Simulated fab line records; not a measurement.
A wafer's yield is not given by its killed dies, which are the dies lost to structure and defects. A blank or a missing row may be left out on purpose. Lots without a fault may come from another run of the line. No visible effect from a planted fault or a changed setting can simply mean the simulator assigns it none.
Which tool did it? | flow sky130 | Sampling: 6 lots, 17 wafers, 2 of 708 route steps

## WHAT EACH GAUGE READ, for each wafer
SKY_METAL5_RS_MEAS_05: a four-point-probe measurement.
lot  | measured     | on           | METAL5_ALCU_RS (ohm/sq)
L401 | day 42 18:29 | filmMetro-03 | 0.0271 0.0267 0.0266
L404 | day 43 22:01 | filmMetro-01 | 0.0269 0.0270 0.0271
L406 | day 44 12:00 | filmMetro-04 | 0.0269 0.0270 0.0272
L413 | day 46 18:20 | filmMetro-01 | 0.0187 0.0273
L419 | day 47 20:28 | filmMetro-04 | 0.0271 0.0272 0.0270
L422 | day 48 14:23 | filmMetro-03 | 0.0270 0.0271 0.0270

## EACH LOT AND THE TOOL THAT RAN IT (in order: tool; ch and the chambers of the sampled wafers; start)
lot  | SKY_METAL5_SPUTTER_02
L401 | pvdSputter-01, day 42 18:21
L404 | pvdSputter-02, day 43 21:54
L406 | pvdSputter-01, day 44 11:50
L413 | pvdSputter-02, day 46 18:13
L419 | pvdSputter-04, day 47 20:20
L422 | pvdSputter-01, day 48 14:14
- SKY_METAL5_SPUTTER_02: material AlCu, target thk 1150 nm, time 61.2 s.

## THE ANSWER, worked out from the rows above alone
Rule: the usual values come from the lots themselves. Put in order of their means at a reading, lots are off if they are a third of the lots or fewer, leave a main group of 4 or more, and stand apart from it by a gap of 3 or more times the standard deviation of the main group's means; of several such gaps the widest counts. A main group is skipped when, at the precision printed for the reading in the tables above, its means are all equal. A lot without any number at a reading at which 4 lots or more have one is off too. The other lots that the step has rows for count as sound.
Off: L413, seen at SKY_METAL5_RS_MEAS_05 (METAL5_ALCU_RS). For the main group the mean is 0.0270 ohm/sq and the standard deviation 0.0001.
A tool fits if, at a process step before that reading, it ran every lot that is off, and no sound lot after the first of them. The gauges at SKY_METAL5_RS_MEAS_05 are tried like those tools. This does not decide it: 2 tools fit, namely pvdSputter-02 at SKY_METAL5_SPUTTER_02 and filmMetro-01 at SKY_METAL5_RS_MEAS_05.

## WHAT THE SIMULATOR PUT IN
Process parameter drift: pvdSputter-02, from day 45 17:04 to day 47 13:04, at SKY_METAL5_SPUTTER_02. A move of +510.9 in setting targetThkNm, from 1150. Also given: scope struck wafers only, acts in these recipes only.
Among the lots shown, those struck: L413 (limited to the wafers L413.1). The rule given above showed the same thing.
